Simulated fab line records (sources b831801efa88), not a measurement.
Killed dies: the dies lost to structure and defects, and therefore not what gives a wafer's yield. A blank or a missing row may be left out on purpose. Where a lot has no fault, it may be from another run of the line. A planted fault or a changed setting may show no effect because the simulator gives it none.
fab line records	flow gf180mcu
[record] lots = 7	wafers = 21	last-day = 34
route steps=602 shown SAB@274 SALICIDE@278
lots that met no fault: taken from a fault-free run of the same line
start-h: start of the lot's first displayed wafer, in hours after the record's first day	wait-h: how many hours have passed since the lot's step before this one	" repeats the value in the row above	L1.1+2: a single row standing in for several wafers	- no value, or no start was given	* or withheld: withheld	< > ~ a bound
route shown NAME@n: names a module that has steps shown in the file, with the first one's number in the route	usual: mean/standard deviation taken from wafers without a fault	same: alike in all rows	chamber/n: place in a boat	sites: the reading at each site	_std_site: standard deviation of those values	_edge_site: outer sites' mean less inner sites'	radius-mm: how far each site lies from the wafer's centre	mask NAME#n: copy n	behind: the last tool/chamber to shape the wafer	hold: why the lot was held/for how many hours/how that ended	device: transistor that didn't switch, given as n, p or np	end of line: the tests these same wafers got at the end of their route	step lacking rows: just its recipe	killed: not the wafer's yield, but the dies lost to structure and defects at the first sort	map: per-die view of a wafer (x killed, . not killed, _ where there is no die)
set.NAME: setting as actually run; set.NAME@STEP: the setting as run at that earlier step	model.NAME: the simulator's own value behind a step, which no gauge read
lots at selected steps of the route; one table per step, one row per wafer
services: from which hour (start-h, from the record's first day; less than 0 if before it) a tool's chamber was out of use, for how many hours, and why
[[steps]]
[step GF_SAB_OVL_MEAS_10]
[usual] SAB_OVL = -0.8/1.4
lot.wafer	tool	chamber	start-h	wait-h	SAB_OVL[nm]
L495.1	overlay-01	-	355.02	0.1	-3.3
L495.3	"	-	"	"	-4.4
L495.4	"	-	"	"	-3.5
L496.1	overlay-01	-	369.99	0.1	-1.0
L496.4	"	-	"	"	-1.6
L496.5	"	-	"	"	-0.9
L509.2	overlay-02	-	487.00	0.1	1.2
L509.3	"	-	"	"	2.1
L509.5	"	-	"	"	2.1
L510.4	overlay-01	-	496.25	0.1	-1.5
L510.5	"	-	"	"	-0.2
L510.6	"	-	"	"	-1.0
L511.1	overlay-01	-	500.71	0.1	-3.3
L511.4	"	-	"	"	-5.1
L511.5	"	-	"	"	-4.1
L513.1	overlay-02	-	514.83	0.1	-0.2
L513.3	"	-	"	"	-1.9
L513.4	"	-	"	"	-1.8
L514.2	overlay-01	-	522.92	0.1	-0.7
L514.3	"	-	"	"	-1.1
L514.5	"	-	"	"	-0.3
[step GF_SAB_ETCH_11]
[recipe] chemistry = C4F8/O2/Ar	mask-material = NOVOLAK	target = SiO2	target-depth-nm = 55	source-w = 1500	bias-w = 1200	pressure-mtorr = 40	c4f8-flow-sccm = withheld	O2_flow_sccm = 6	Ar_flow_sccm = 300	time-s = 8.5
[usual] oes-product-au = 0.995/0.0076
lot.wafer	tool	chamber	start-h	wait-h	oes-product-au	rf-hours-counter-h
L495.1	rie-diel-01	2	355.05	0.0	1.001	15
L495.3	"	3	"	"	0.991	98
L495.4	"	1	"	"	0.989	65
L496.1	rie-diel-01	3	370.02	0.0	0.984	98
L496.4	"	1	"	"	0.995	65
L496.5	"	2	"	"	0.999	-
L509.2	rie-diel-01	2	487.03	0.0	1.000	18
L509.3	"	1	"	"	0.998	68
L509.5	"	1	"	"	1.001	-
L510.4	rie-diel-03	3	496.27	0.0	0.986	27
L510.5	"	2	"	"	0.980	-
L510.6	"	3	"	"	0.994	-
L511.1	rie-diel-03	0	500.75	0.0	1.002	77
L511.4	"	1	"	"	0.985	-
L511.5	"	0	"	"	0.993	-
L513.1	rie-diel-01	0	514.87	0.0	1.014	58
L513.3	"	2	"	"	1.004	18
L513.4	"	2	"	"	1.019	-
L514.2	rie-diel-03	0	522.95	0.0	1.001	78
L514.3	"	2	"	"	0.998	52
L514.5	"	0	"	"	0.997	-
[step GF_SAB_WET_ETCH_12]
[recipe] chemistry = dHF	target-depth-nm = 22	dry = n2-spin	target = SiO2	temp-c = 25	dilution = 100:1	time-s = 440
[step GF_SAB_STRIP_13]
[recipe] chemistry = O2/N2	power-w = 1400	pressure-mtorr = 1500	platen-temp-c = 250	o2-flow-sccm = 3000	n2-flow-sccm = 300	overash-fraction = 0.5
[usual] drypump-motor-current-A = 5.49/0.27	heater-power-w = 357/51	oes-product-au = 0.709/0.0046	strip-time-to-endpoint-s = 12.61/0.031
lot.wafer	tool	chamber	start-h	wait-h	drypump-motor-current-A	heater-power-w	oes-product-au	rf-hours-counter-h	strip-time-to-endpoint-s
L495.1	plasma-asher-01	0	355.20	0.0	5.74	361	0.705	24	12.58
L495.3	"	1	"	"	5.30	394	0.709	-	12.55
L495.4	"	0	"	"	5.71	358	0.716	-	12.59
L496.1	plasma-asher-01	1	370.17	0.0	5.30	379	0.710	25	12.60
L496.4	"	0	"	"	5.77	368	0.712	-	12.63
L496.5	"	0	"	"	5.74	375	0.708	-	12.61
L509.2	plasma-asher-03	1	487.19	0.0	5.85	434	0.710	69	12.64
L509.3	"	0	"	"	5.42	282	0.708	-	12.62
L509.5	"	0	"	"	5.39	285	0.715	-	12.63
L510.4	plasma-asher-01	0	496.47	0.0	5.75	373	0.705	-	12.53
L510.5	"	0	"	"	5.74	368	0.703	-	12.62
L510.6	"	1	"	"	5.31	396	0.710	-	12.60
L511.1	plasma-asher-01	1	500.90	0.0	5.34	379	0.708	37	12.60
L511.4	"	1	"	"	5.33	376	0.715	-	12.58
L511.5	"	0	"	"	5.74	366	0.709	-	12.59
L513.1	plasma-asher-01	0	515.03	0.0	5.72	373	0.715	38	12.62
L513.3	"	0	"	"	5.73	356	0.709	-	12.62
L513.4	"	1	"	"	5.30	387	0.711	-	12.65
L514.2	plasma-asher-01	0	523.10	0.0	5.69	368	0.713	39	12.70
L514.3	"	1	"	"	5.32	381	0.712	-	12.65
L514.5	"	1	"	"	5.31	376	0.707	-	12.63
[step GF_SALICIDE_CLEAN_00]
[recipe] chemistry = SC1/SC2	mix = 1:4:20	temp-c = 70	time-s = 150
[step GF_SALICIDE_WET_ETCH_01]
[recipe] chemistry = dHF	target-depth-nm = 5	dry = ipa-marangoni	target = SiO2	temp-c = 25	dilution = 100:1	time-s = 100
[step GF_SALICIDE_SPUTTER_02]
[recipe] material = Co	target-thk-nm = 10	power-w = 1000	time-s = 20	chamber-pressure-pa = 0.4
[usual] throttle-valve-pct = 30.0/1.1
lot.wafer	tool	chamber	start-h	wait-h	throttle-valve-pct
L495.1	pvd-sputter-04	-	355.39	0.0	27.2
L495.3	"	-	"	"	29.9
L495.4	"	-	"	"	30.9
L496.1	pvd-sputter-04	-	370.36	0.0	30.1
L496.4	"	-	"	"	30.0
L496.5	"	-	"	"	30.1
L509.2	pvd-sputter-01	-	487.38	0.0	28.9
L509.3	"	-	"	"	30.3
L509.5	"	-	"	"	30.9
L510.4	pvd-sputter-04	-	496.64	0.0	30.1
L510.5	"	-	"	"	30.2
L510.6	"	-	"	"	27.1
L511.1	pvd-sputter-03	-	501.09	0.0	31.1
L511.4	"	-	"	"	30.2
L511.5	"	-	"	"	31.2
L513.1	pvd-sputter-04	-	515.22	0.0	30.0
L513.3	"	-	"	"	30.8
L513.4	"	-	"	"	27.4
L514.2	pvd-sputter-03	-	523.29	0.0	30.1
L514.3	"	-	"	"	30.1
L514.5	"	-	"	"	30.2
[step GF_SALICIDE_SPUTTER_03]
[recipe] material = TiN	target-thk-nm = 20	power-w = 6500	time-s = 16.7	chamber-pressure-pa = 0.4
[usual] throttle-valve-pct = 30.0/1.2
lot.wafer	tool	chamber	start-h	wait-h	throttle-valve-pct
L495.1	pvd-sputter-04	-	355.42	0.0	27.2
L495.3	"	-	"	"	30.2
L495.4	"	-	"	"	31.2
L496.1	pvd-sputter-04	-	370.39	0.0	29.9
L496.4	"	-	"	"	30.0
L496.5	"	-	"	"	29.9
L509.2	pvd-sputter-01	-	487.41	0.0	28.8
L509.3	"	-	"	"	30.3
L509.5	"	-	"	"	30.6
L510.4	pvd-sputter-04	-	496.66	0.0	30.1
L510.5	"	-	"	"	30.2
L510.6	"	-	"	"	27.4
L511.1	pvd-sputter-03	-	501.12	0.0	31.0
L511.4	"	-	"	"	30.2
L511.5	"	-	"	"	30.9
L513.1	pvd-sputter-04	-	515.25	0.0	29.9
L513.3	"	-	"	"	31.2
L513.4	"	-	"	"	27.1
L514.2	pvd-sputter-03	-	523.32	0.0	30.2
L514.3	"	-	"	"	29.9
L514.5	"	-	"	"	30.1
[step GF_SALICIDE_RS_MEAS_04]
[recipe] thk-meas-gauge = four-point-probe	reads = TiN_of_SALICIDE_SPUTTER_03+Co_of_SALICIDE_SPUTTER_02
[usual] SALICIDE_TIN_RS = 16.14/0.21
lot.wafer	tool	chamber	start-h	wait-h	SALICIDE_TIN_RS[ohm/sq]
L495.1	film-metro-04	-	355.44	0.0	16.11
L495.3	"	-	"	"	16.09
L495.4	"	-	"	"	15.93
L496.1	film-metro-03	-	370.41	0.0	16.15
L496.4	"	-	"	"	15.99
L496.5	"	-	"	"	16.02
L509.2	film-metro-01	-	487.46	0.0	16.20
L509.3	"	-	"	"	16.18
L509.5	"	-	"	"	16.08
L510.4	film-metro-01	-	496.74	0.1	16.26
L510.5	"	-	"	"	16.13
L510.6	"	-	"	"	16.00
L511.1	film-metro-01	-	501.14	0.0	16.06
L511.4	"	-	"	"	16.17
L511.5	"	-	"	"	15.97
L513.1	film-metro-01	-	515.27	0.0	16.26
L513.3	"	-	"	"	16.19
L513.4	"	-	"	"	16.20
L514.2	film-metro-04	-	523.36	0.0	16.38
L514.3	"	-	"	"	15.97
L514.5	"	-	"	"	15.92
[step GF_SALICIDE_THK_MEAS_05]
[recipe] thk-meas-gauge = xrf	reads = TiN_of_SALICIDE_SPUTTER_03
[usual] SALICIDE_TIN_THK = 20.01/0.22
lot.wafer	tool	chamber	start-h	wait-h	SALICIDE_TIN_THK[nm]
L495.1	film-metro-04	-	355.56	0.1	20.02
L495.3	"	-	"	"	20.05
L495.4	"	-	"	"	20.04
L496.1	film-metro-03	-	370.53	0.1	19.84
L496.4	"	-	"	"	19.92
L496.5	"	-	"	"	19.87
L509.2	film-metro-01	-	487.57	0.1	19.98
L509.3	"	-	"	"	19.94
L509.5	"	-	"	"	19.84
L510.4	film-metro-01	-	496.83	0.1	19.72
L510.5	"	-	"	"	19.88
L510.6	"	-	"	"	19.95
L511.1	film-metro-01	-	501.26	0.1	20.13
L511.4	"	-	"	"	19.72
L511.5	"	-	"	"	20.01
L513.1	film-metro-01	-	515.39	0.1	19.58
L513.3	"	-	"	"	19.48
L513.4	"	-	"	"	19.68
L514.2	film-metro-04	-	523.47	0.1	20.19
L514.3	"	-	"	"	20.09
L514.5	"	-	"	"	20.16
[step GF_SALICIDE_RTA_06]
[recipe] temp-c = 530	time-s = 30	ambient = N2
[usual] anneal-temp-c-max = 533.4/1.1	chamber-o2-ppm = 1.995/0.02	lamp-power-pct = 5.76/0.21	wafer_temp_C_max = 534.1/1
lot.wafer	tool	chamber	start-h	wait-h	anneal-temp-c-max	chamber-o2-ppm	lamp-power-pct	wafer_temp_C_max
L495.1	rtp-anneal-02	0	355.62	0.1	533.8	2.001	5.58	535.6
L495.3	"	0	"	"	532.7	1.988	5.57	534.6
L495.4	"	0	"	"	533.3	1.947	5.57	535.6
L496.1	rtp-anneal-02	0	370.59	0.1	534.1	1.931	5.58	534.2
L496.4	"	0	"	"	538.4	1.961	5.56	534.3
L496.5	"	0	"	"	534.6	1.960	5.57	535.1
L509.2	rtp-anneal-01	0	487.63	0.1	532.6	2.024	5.99	533.6
L509.3	"	0	"	"	532.1	1.992	5.99	533.2
L509.5	"	0	"	"	532.8	1.982	5.99	533.9
L510.4	rtp-anneal-02	0	496.91	0.1	534.2	1.991	5.58	533.6
L510.5	"	0	"	"	533.7	2.000	5.57	535.0
L510.6	"	0	"	"	534.4	2.006	5.57	534.2
L511.1	rtp-anneal-02	0	501.32	0.1	534.3	1.992	5.57	535.8
L511.4	"	0	"	"	533.3	1.967	5.57	535.6
L511.5	"	0	"	"	533.5	1.971	5.56	535.4
L513.1	rtp-anneal-01	0	515.45	0.1	533.2	2.005	5.99	533.4
L513.3	"	0	"	"	533.2	1.973	5.99	532.8
L513.4	"	0	"	"	533.9	1.975	5.99	533.4
L514.2	rtp-anneal-01	0	523.54	0.1	532.7	1.988	5.99	532.4
L514.3	"	0	"	"	532.3	1.991	5.99	533.4
L514.5	"	0	"	"	533.0	1.983	5.98	534.3
[step GF_SALICIDE_WET_ETCH_07]
[recipe] chemistry = SPM	target-depth-nm = 120	dry = n2-spin
[step GF_SALICIDE_RTA_08]
[recipe] temp-c = 800	time-s = 30	ambient = N2
[usual] anneal-temp-c-max = 805.1/1.4	chamber-o2-ppm = 1.995/0.02	lamp-power-pct = 16.1/0.58	wafer_temp_C_max = 805.9/1.6
lot.wafer	tool	chamber	start-h	wait-h	anneal-temp-c-max	chamber-o2-ppm	lamp-power-pct	wafer_temp_C_max
L495.1	rtp-anneal-01	0	355.82	0.0	806.1	2.010	16.6	806.8
L495.3	"	0	"	"	804.8	2.001	16.7	805.5
L495.4	"	0	"	"	804.1	2.027	16.7	803.7
L496.1	rtp-anneal-01	0	370.79	0.0	803.1	2.014	16.6	804.6
L496.4	"	0	"	"	802.9	2.013	16.6	805.9
L496.5	"	0	"	"	803.2	1.989	16.6	806.5
L509.2	rtp-anneal-02	-	487.82	0.0	-	-	-	-
L509.3	"	-	"	"	-	-	-	-
L509.5	"	-	"	"	-	-	-	-
L510.4	rtp-anneal-01	-	497.10	0.1	-	-	-	-
L510.5	"	-	"	"	-	-	-	-
L510.6	"	-	"	"	-	-	-	-
L511.1	rtp-anneal-01	-	501.51	0.0	-	-	-	-
L511.4	"	-	"	"	-	-	-	-
L511.5	"	-	"	"	-	-	-	-
L513.1	rtp-anneal-02	0	515.65	0.0	806.1	1.983	15.5	808.1
L513.3	"	0	"	"	806.3	2.035	15.5	805.6
L513.4	"	0	"	"	808.1	1.986	15.5	806.3
L514.2	rtp-anneal-02	0	523.73	0.0	806.5	2.039	15.5	807.0
L514.3	"	0	"	"	807.3	2.012	15.5	807.7
L514.5	"	0	"	"	806.0	2.005	15.5	806.4
[[services]]
tool	chamber	start-h	hours	kind
rie-diel-03	3	351.42	20.6	repair
rie-diel-03	1	372.06	-	clean
rie-diel-03	1	372.06	21.4	scheduled-down
rie-diel-03	1	372.06	21.4	vent-cycle
pvd-sputter-03	-	391.29	5.1	repair
rie-diel-03	2	411.04	3.9	repair
rie-diel-01	3	414.68	6.5	repair
rie-diel-03	-	414.71	2.8	pm
pvd-sputter-04	-	417.42	1.8	repair
plasma-asher-01	-	429.20	9.6	repair
pvd-sputter-03	-	435.72	1.6	repair
plasma-asher-01	-	441.77	4.6	repair
rie-diel-01	2	448.42	7.4	repair
rie-diel-01	-	451.30	2.8	pm
plasma-asher-01	-	463.97	2.8	pm
rie-diel-01	-	466.64	1.2	repair
rie-diel-01	3	471.54	55.5	repair
pvd-sputter-04	-	473.86	1.9	repair
pvd-sputter-01	-	490.23	2.8	repair
rie-diel-01	2	491.31	2.1	repair
plasma-asher-01	-	492.16	1.0	repair
rie-diel-03	3	498.98	4.5	repair
[[key]]
[first-sign] step = GF_SALICIDE_RTA_08	reading = tool-record	direction = missing
effect none on later readings
met-at GF_SALICIDE_RTA_08
struck-wafers L509.2,L509.3,L509.5,L510.4,L510.5,L510.6,L511.1,L511.4,L511.5
later-rows-left-out L509.2,L509.3,L509.5,L510.4,L510.5,L510.6,L511.1,L511.4,L511.5
sort-left-out L509.2,L509.3,L509.5,L510.4,L510.5,L510.6,L511.1,L511.4,L511.5
tester-left-out L509,L510,L511
onset-between 370.79 487.82
[fault] kind = skipped-step-whole	tool = rtp-anneal-01,rtp-anneal-02	chamber = -	onset-h = 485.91	steps = GF_SALICIDE_RTA_08	scope = struck-lots-only
// tester-left-out: of these lots the tester's yield and bins aren't shown, on N5 and GAA mostly nor the transistor test; their killed dies are dies lost to structure and defects alone, not to doping, threshold or leakage, so they don't give the yield
// sort-left-out: the simulated sort isn't trusted on such a fault, so these wafers' sort isn't shown, and their yield isn't known
// later-rows-left-out: the simulator's readings of these wafers behind a module that went badly wrong aren't trusted and aren't shown, but for the sort
